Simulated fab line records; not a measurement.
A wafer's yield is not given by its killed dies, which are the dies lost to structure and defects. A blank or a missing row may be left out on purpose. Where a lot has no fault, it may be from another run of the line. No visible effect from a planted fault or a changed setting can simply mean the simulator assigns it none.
Which tool is to blame? || flow sfq_line || Sampling: 12 lots, 36 wafers, 4 of 325 route steps

WHAT THE GAUGES SHOWED, per wafer
SFQ_M1_RS_MEAS_909: uses a four-point probe to measure. Usual: for M1_NB_RS the level is 0.889 ohm/sq and the standard deviation is 0.01.
{"lot": "L986", "measured": "day 13 12:32", "on": "film_metro-01", "M1_NB_RS (ohm/sq)": "0.899 0.899 0.907", "flag": ""}
{"lot": "L987", "measured": "day 13 15:17", "on": "film_metro-02", "M1_NB_RS (ohm/sq)": "0.872 0.878 0.881", "flag": ""}
{"lot": "L988", "measured": "day 14 03:23", "on": "film_metro-04", "M1_NB_RS (ohm/sq)": "0.895 0.886 0.891", "flag": ""}
{"lot": "L989", "measured": "day 14 10:35", "on": "film_metro-04", "M1_NB_RS (ohm/sq)": "0.891 0.877 0.891", "flag": ""}
{"lot": "L990", "measured": "day 14 15:24", "on": "film_metro-01", "M1_NB_RS (ohm/sq)": "0.905 0.892 0.887", "flag": ""}
{"lot": "L991", "measured": "day 14 23:48", "on": "film_metro-01", "M1_NB_RS (ohm/sq)": "0.893 0.905 0.900", "flag": ""}
{"lot": "L992", "measured": "day 15 04:35", "on": "film_metro-04", "M1_NB_RS (ohm/sq)": "0.897 0.899 0.901", "flag": ""}
{"lot": "L101", "measured": "day 17 12:22", "on": "film_metro-02", "M1_NB_RS (ohm/sq)": "0.880 1.584 1.536", "flag": "OFF"}
{"lot": "L102", "measured": "day 17 19:38", "on": "film_metro-02", "M1_NB_RS (ohm/sq)": "1.517 1.528 0.867", "flag": "OFF"}
{"lot": "L103", "measured": "day 18 01:35", "on": "film_metro-01", "M1_NB_RS (ohm/sq)": "0.915 0.906 0.892", "flag": ""}
{"lot": "L104", "measured": "day 18 09:30", "on": "film_metro-02", "M1_NB_RS (ohm/sq)": "0.884 0.880 0.897", "flag": ""}
{"lot": "L108", "measured": "day 20 03:46", "on": "film_metro-04", "M1_NB_RS (ohm/sq)": "0.897 0.897 0.889", "flag": ""}

EACH LOT AND THE TOOL THAT RAN IT (in order: tool; ch and the chambers of the sampled wafers; start)
{"lot": "L986", "SFQ_TRILAYER_L0_VIA_STRIP_STRIP_017": "rie_metal-03 ch 0,1, day 8 02:48", "SFQ_TRILAYER_M0_STRIP_STRIP_025": "rie_metal-04 ch 0,1, day 8 18:55", "SFQ_TRILAYER_M1_DEP_SPUTTER_037": "pvd_sputter-03, day 13 12:25"}
{"lot": "L987", "SFQ_TRILAYER_L0_VIA_STRIP_STRIP_017": "rie_metal-01 ch 0,1, day 8 17:24", "SFQ_TRILAYER_M0_STRIP_STRIP_025": "rie_metal-03 ch 0,1, day 9 09:19", "SFQ_TRILAYER_M1_DEP_SPUTTER_037": "pvd_sputter-04, day 13 15:08"}
{"lot": "L988", "SFQ_TRILAYER_L0_VIA_STRIP_STRIP_017": "rie_metal-04 ch 0,1, day 8 23:12", "SFQ_TRILAYER_M0_STRIP_STRIP_025": "rie_metal-02 ch 0,1, day 9 10:19", "SFQ_TRILAYER_M1_DEP_SPUTTER_037": "pvd_sputter-06, day 14 03:18"}
{"lot": "L989", "SFQ_TRILAYER_L0_VIA_STRIP_STRIP_017": "rie_metal-04 ch 0,1, day 9 05:37", "SFQ_TRILAYER_M0_STRIP_STRIP_025": "rie_metal-03 ch 0,1, day 9 13:55", "SFQ_TRILAYER_M1_DEP_SPUTTER_037": "pvd_sputter-03, day 14 10:29"}
{"lot": "L990", "SFQ_TRILAYER_L0_VIA_STRIP_STRIP_017": "rie_metal-04 ch 0,1, day 9 10:46", "SFQ_TRILAYER_M0_STRIP_STRIP_025": "rie_metal-04 ch 0, day 9 18:43", "SFQ_TRILAYER_M1_DEP_SPUTTER_037": "pvd_sputter-03, day 14 15:17"}
{"lot": "L991", "SFQ_TRILAYER_L0_VIA_STRIP_STRIP_017": "rie_metal-01 ch 1, day 9 16:46", "SFQ_TRILAYER_M0_STRIP_STRIP_025": "rie_metal-02 ch 0, day 10 01:28", "SFQ_TRILAYER_M1_DEP_SPUTTER_037": "pvd_sputter-03, day 14 23:41"}
{"lot": "L992", "SFQ_TRILAYER_L0_VIA_STRIP_STRIP_017": "rie_metal-03 ch 0,1, day 9 20:22", "SFQ_TRILAYER_M0_STRIP_STRIP_025": "rie_metal-04 ch 0,1, day 10 02:40", "SFQ_TRILAYER_M1_DEP_SPUTTER_037": "pvd_sputter-03, day 15 04:29"}
{"lot": "L101", "SFQ_TRILAYER_L0_VIA_STRIP_STRIP_017": "rie_metal-03 ch 0,1, day 12 09:01", "SFQ_TRILAYER_M0_STRIP_STRIP_025": "rie_metal-04 ch 0, day 12 12:34", "SFQ_TRILAYER_M1_DEP_SPUTTER_037": "pvd_sputter-04, day 17 12:17"}
{"lot": "L102", "SFQ_TRILAYER_L0_VIA_STRIP_STRIP_017": "rie_metal-04 ch 0,1, day 12 17:37", "SFQ_TRILAYER_M0_STRIP_STRIP_025": "rie_metal-02 ch 0,1, day 12 21:09", "SFQ_TRILAYER_M1_DEP_SPUTTER_037": "pvd_sputter-04, day 17 19:29"}
{"lot": "L103", "SFQ_TRILAYER_L0_VIA_STRIP_STRIP_017": "rie_metal-03 ch 0, day 13 00:37", "SFQ_TRILAYER_M0_STRIP_STRIP_025": "rie_metal-02 ch 0,1, day 13 04:36", "SFQ_TRILAYER_M1_DEP_SPUTTER_037": "pvd_sputter-03, day 18 01:29"}
{"lot": "L104", "SFQ_TRILAYER_L0_VIA_STRIP_STRIP_017": "rie_metal-03 ch 1, day 13 15:16", "SFQ_TRILAYER_M0_STRIP_STRIP_025": "rie_metal-04 ch 0,1, day 13 18:52", "SFQ_TRILAYER_M1_DEP_SPUTTER_037": "pvd_sputter-03, day 18 09:25"}
{"lot": "L108", "SFQ_TRILAYER_L0_VIA_STRIP_STRIP_017": "rie_metal-01 ch 0,1, day 14 18:01", "SFQ_TRILAYER_M0_STRIP_STRIP_025": "rie_metal-03 ch 0,1, day 19 15:07", "SFQ_TRILAYER_M1_DEP_SPUTTER_037": "pvd_sputter-06, day 20 03:39"}
- SFQ_TRILAYER_L0_VIA_STRIP_STRIP_017: strips in O2.
- SFQ_TRILAYER_M0_STRIP_STRIP_025: strips in O2.
- SFQ_TRILAYER_M1_DEP_SPUTTER_037: material Nb, target thk 200 nm, time 133.3 s.

WHAT THE TOOLS THEMSELVES READ (means of the sampled wafers that have a number; where no wafer has one, the mark that the record gives instead)
SFQ_TRILAYER_L0_VIA_STRIP_STRIP_017. Usual: drypump_motor_current_A 5.6 A, standard deviation 0.59; oes_product_au 1.001 a.u., standard deviation 0.0083.
{"lot": "L986", "tool": "rie_metal-03", "drypump_motor_current_A (A)": 5.2, "oes_product_au (a.u.)": 0.998, "flag": ""}
{"lot": "L987", "tool": "rie_metal-01", "drypump_motor_current_A (A)": 6.1, "oes_product_au (a.u.)": 0.992, "flag": ""}
{"lot": "L988", "tool": "rie_metal-04", "drypump_motor_current_A (A)": 5.8, "oes_product_au (a.u.)": 1.005, "flag": ""}
{"lot": "L989", "tool": "rie_metal-04", "drypump_motor_current_A (A)": 5.8, "oes_product_au (a.u.)": 1.007, "flag": ""}
{"lot": "L990", "tool": "rie_metal-04", "drypump_motor_current_A (A)": 5.8, "oes_product_au (a.u.)": 1.001, "flag": ""}
{"lot": "L991", "tool": "rie_metal-01", "drypump_motor_current_A (A)": 6.6, "oes_product_au (a.u.)": 0.992, "flag": ""}
{"lot": "L992", "tool": "rie_metal-03", "drypump_motor_current_A (A)": 5.2, "oes_product_au (a.u.)": 1.000, "flag": ""}
{"lot": "L101", "tool": "rie_metal-03", "drypump_motor_current_A (A)": 5.1, "oes_product_au (a.u.)": 0.998, "flag": ""}
{"lot": "L102", "tool": "rie_metal-04", "drypump_motor_current_A (A)": 5.8, "oes_product_au (a.u.)": 1.008, "flag": ""}
{"lot": "L103", "tool": "rie_metal-03", "drypump_motor_current_A (A)": 5.1, "oes_product_au (a.u.)": 1.000, "flag": ""}
{"lot": "L104", "tool": "rie_metal-03", "drypump_motor_current_A (A)": 5.2, "oes_product_au (a.u.)": 0.995, "flag": ""}
{"lot": "L108", "tool": "rie_metal-01", "drypump_motor_current_A (A)": 5.6, "oes_product_au (a.u.)": 1.005, "flag": ""}

SFQ_TRILAYER_M0_STRIP_STRIP_025. Usual: drypump_motor_current_A 5.5 A, standard deviation 0.33; oes_product_au 1.000 a.u., standard deviation 0.0076.
{"lot": "L986", "tool": "rie_metal-04", "drypump_motor_current_A (A)": 5.8, "oes_product_au (a.u.)": 0.999, "flag": ""}
{"lot": "L987", "tool": "rie_metal-03", "drypump_motor_current_A (A)": 5.2, "oes_product_au (a.u.)": 0.999, "flag": ""}
{"lot": "L988", "tool": "rie_metal-02", "drypump_motor_current_A (A)": 5.3, "oes_product_au (a.u.)": 0.996, "flag": ""}
{"lot": "L989", "tool": "rie_metal-03", "drypump_motor_current_A (A)": 5.2, "oes_product_au (a.u.)": 1.007, "flag": ""}
{"lot": "L990", "tool": "rie_metal-04", "drypump_motor_current_A (A)": 5.7, "oes_product_au (a.u.)": 0.995, "flag": ""}
{"lot": "L991", "tool": "rie_metal-02", "drypump_motor_current_A (A)": 5.0, "oes_product_au (a.u.)": 0.993, "flag": ""}
{"lot": "L992", "tool": "rie_metal-04", "drypump_motor_current_A (A)": 5.8, "oes_product_au (a.u.)": 1.007, "flag": ""}
{"lot": "L101", "tool": "rie_metal-04", "drypump_motor_current_A (A)": 5.7, "oes_product_au (a.u.)": 1.010, "flag": ""}
{"lot": "L102", "tool": "rie_metal-02", "drypump_motor_current_A (A)": 5.2, "oes_product_au (a.u.)": 1.000, "flag": ""}
{"lot": "L103", "tool": "rie_metal-02", "drypump_motor_current_A (A)": 5.2, "oes_product_au (a.u.)": 0.995, "flag": ""}
{"lot": "L104", "tool": "rie_metal-04", "drypump_motor_current_A (A)": 5.8, "oes_product_au (a.u.)": 1.006, "flag": ""}
{"lot": "L108", "tool": "rie_metal-03", "drypump_motor_current_A (A)": 5.2, "oes_product_au (a.u.)": 1.005, "flag": ""}

SFQ_TRILAYER_M1_DEP_SPUTTER_037. Usual: throttle_valve_pct 30.1 %, standard deviation 1.2.
{"lot": "L986", "tool": "pvd_sputter-03", "throttle_valve_pct (%)": 29.6, "flag": ""}
{"lot": "L987", "tool": "pvd_sputter-04", "throttle_valve_pct (%)": 30.2, "flag": ""}
{"lot": "L988", "tool": "pvd_sputter-06", "throttle_valve_pct (%)": 30.4, "flag": ""}
{"lot": "L989", "tool": "pvd_sputter-03", "throttle_valve_pct (%)": 29.1, "flag": ""}
{"lot": "L990", "tool": "pvd_sputter-03", "throttle_valve_pct (%)": 29.5, "flag": ""}
{"lot": "L991", "tool": "pvd_sputter-03", "throttle_valve_pct (%)": 30.2, "flag": ""}
{"lot": "L992", "tool": "pvd_sputter-03", "throttle_valve_pct (%)": 30.2, "flag": ""}
{"lot": "L101", "tool": "pvd_sputter-04", "throttle_valve_pct (%)": 31.1, "flag": ""}
{"lot": "L102", "tool": "pvd_sputter-04", "throttle_valve_pct (%)": 29.8, "flag": ""}
{"lot": "L103", "tool": "pvd_sputter-03", "throttle_valve_pct (%)": 29.8, "flag": ""}
{"lot": "L104", "tool": "pvd_sputter-03", "throttle_valve_pct (%)": 29.1, "flag": ""}
{"lot": "L108", "tool": "pvd_sputter-06", "throttle_valve_pct (%)": 30.5, "flag": ""}

THE ANSWER, worked out from the rows above alone
Rule: lot off if the mean of its wafers having a number is beyond 3 standard deviations from the usual mean. Also off: a lot with no number at a reading for which 4 or more lots have one. Where the step has rows for the other lots, those lots are counted as sound. Order of review: gauges by route order, followed by the tools' own readings, for which a lot's mean as printed above is used. The first step at which some lot is off is used, and at that step the reading that is off furthest; a lot without a number counts as furthest.
Off: L101, L102, at SFQ_M1_RS_MEAS_909 (M1_NB_RS).
A tool fits if, at a process step before that reading, it ran every lot that is off, and no sound lot after the first of them. The gauges at SFQ_M1_RS_MEAS_909 are tried like those tools. One candidate fits, namely pvd_sputter-04 at SFQ_TRILAYER_M1_DEP_SPUTTER_037. Its last sound lot is L987 (day 13 15:08), its first lot that is off L101 (day 17 12:17): a fault that began between those two fits.

WHAT THE SIMULATOR PUT IN
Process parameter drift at SFQ_TRILAYER_M1_DEP_SPUTTER_037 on pvd_sputter-04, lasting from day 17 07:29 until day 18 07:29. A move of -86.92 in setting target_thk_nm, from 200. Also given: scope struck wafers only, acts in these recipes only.
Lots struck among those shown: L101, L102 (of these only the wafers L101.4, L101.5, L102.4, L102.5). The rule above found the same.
